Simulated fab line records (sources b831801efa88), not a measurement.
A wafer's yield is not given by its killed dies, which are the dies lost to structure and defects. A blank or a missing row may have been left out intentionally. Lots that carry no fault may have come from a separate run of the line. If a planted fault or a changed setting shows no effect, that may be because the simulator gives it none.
Struck lot and sound lot, side by side    flow sky130    18 steps out of a route of 708
Sound: these wafers, L233.3, L233.4, L233.6. Struck: wafers L249.1, L249.4 (left out: L249.3, a lot-mate that was not struck); the cause follows at the end.
Per side, at each step with rows, come the tool, then ch with its chambers, and then its first start. Under that, the readings that differ: sound wafers    struck wafers    difference of the means    sigmas: that difference in standard deviations of wafers without a fault.
alike: a reading whose means differ by less than 2 such deviations, as well as words and numbers matching on both sides. not compared: withheld readings; readings where some wafer has no value; bounds like >300 that might hide an equal value; numbers whose values overlap and for which the record gives no deviation.
The two part at a step that has a row with sigmas, a row that says differs or no value, or rows on one side only. When numbers do not overlap yet have no deviation, they are printed without sigmas and do not part them. A reading missing from all wafers of one side parts the sides only when that side holds two or more wafers.

first, 3 steps without rows for these wafers: SKY_VIA1_EXPOSE_09 (exposes mask VIM, target cd 150 nm); SKY_VIA1_PEB_10; SKY_VIA1_DEVELOP_11 (develop time 60 s).
SKY_VIA1_CD_MEAS_12: target cd 150 nm.
  struck on cd-sem-02, day 39 13:31; sound on cd-sem-01, day 34 15:00
  alike: cd-nm
SKY_VIA1_OVL_MEAS_13:
  struck on overlay-02, day 39 13:38; sound on overlay-02, day 34 15:06
  alike: VIA1_OVL
SKY_VIA1_ETCH_14: etches BARC in N2/H2, stops on SiO2, time 45.9 s, target depth 60 nm.
  sound on rie-diel-04 ch 0,3, day 34 15:07; struck on rie-diel-03 ch 2,3, day 39 13:40
  alike: drypump-motor-current-A, oes-product-au, throttle-valve-pct
  not compared: rf-hours-counter-h
SKY_VIA1_ETCH_15: etches SiO2 in C4F8/O2/Ar, stops on TiN, target depth 351 nm, time 54 s.
  sound on rie-diel-04 ch 0,3, day 34 15:10; struck on rie-diel-03 ch 2,3, day 39 13:43
  alike: oes-product-au
  not compared: rf-hours-counter-h
SKY_VIA1_STRIP_16: strips in O2/N2.
  sound on plasma-asher-04 ch 0,1, day 34 15:14; struck on plasma-asher-03 ch 0,1, day 39 13:46
reading                       sound              struck       difference  sigmas
strip-time-to-endpoint-s (s)  4.434 4.444 4.440  4.474 4.509  +0.052      +2
  alike: drypump-motor-current-A, oes-product-au
  not compared: rf-hours-counter-h
then, 3 steps without rows for these wafers: SKY_VIA1_STRIP_17 (strips in post etch residue remover, time 1200 s); SKY_VIA1_CLEAN_18 (cleans in IPA, time 180 s); SKY_VIA1_CLEAN_19 (cleans in O3/DIW).
SKY_VIA1_SPUTTER_20: material TiN, target thk 20 nm, time 80 s.
  struck on pvd-sputter-04, day 39 14:41; sound on pvd-sputter-02, day 34 15:49
  alike: chamber-pressure-pa, throttle-valve-pct
SKY_VIA1_CVD_21: deposits W, target thk 270 nm, time 80.902 s.
  sound on cvd-w-01 ch 0,1, day 34 15:54; struck on cvd-w-02 ch 0, day 39 14:45
reading                             sound              struck       difference  sigmas
chamber-pressure-Torr (Torr)        40.03 39.93 39.98  55.44 55.34  +15.41      +99 or more
model.W_of_VIA1_CVD_21.thk-nm (nm)  268.3 271.5 268.1  317.8 316.2  +47.7       
  alike: heater-power-w
SKY_VIA1_RS_MEAS_22: measures by four-point-probe.
  struck on film-metro-01, day 39 14:51; sound on film-metro-04, day 34 16:00
reading             sound              struck       difference  sigmas
VIA1_W_RS (ohm/sq)  0.428 0.424 0.429  0.361 0.363  -0.065      -16
SKY_VIA1_THK_MEAS_23: measures by xrf.
  struck on film-metro-01, day 39 14:58; sound on film-metro-04, day 34 16:06
reading          sound        struck   difference  sigmas
VIA1_W_THK (nm)  269 271 268  309 306  +38         +11
SKY_VIA1_CMP_24: polishes, stops on SiO2, t overpolish 15 s, target thk 0 nm.
  sound on cmp-02 ch 0,1,3, day 34 16:11; struck on cmp-02 ch 1,2, day 39 15:05
reading                 sound     struck  difference  sigmas
time-to-endpoint-s (s)  66 67 64  77 78   +12         +4
  alike: head-pressure-psi, motor-current-A
SKY_METAL2_SPUTTER_00: material Ti, target thk 15 nm, time 10 s.
  struck on pvd-sputter-01, day 39 15:20; sound on pvd-sputter-01, day 34 16:26
  alike: chamber-pressure-pa, throttle-valve-pct
-- the record jumps here: 11 days lie between the struck wafers' starts before and after (it left off in module METAL2 and takes up again in module PAD_OPEN, whose first step shown is number 708 of the route) --
SKY_PAD_OPEN_PROBE_99:
  struck on prober-01, day 50 03:54; sound on prober-01, day 46 09:17
  alike: defect-limited-yield, killed_at_M0_to_M3, killed_at_M4_up, killed-at-contacts, killed-at-front-end, killed-at-other, killed-dies, killed-open, killed-short, sort_bin_3_pad_short, sort_bin_5_function, sort_bin_6_memory, sort-n-pass, sort-yield-pct

## WHERE THEY PART
Last at SKY_VIA1_CMP_24 as far as this record goes, first at SKY_VIA1_STRIP_16. Later steps at which nothing parts them and some readings are alike: SKY_METAL2_SPUTTER_00, SKY_PAD_OPEN_PROBE_99.

WHY: the cause the simulator had injected
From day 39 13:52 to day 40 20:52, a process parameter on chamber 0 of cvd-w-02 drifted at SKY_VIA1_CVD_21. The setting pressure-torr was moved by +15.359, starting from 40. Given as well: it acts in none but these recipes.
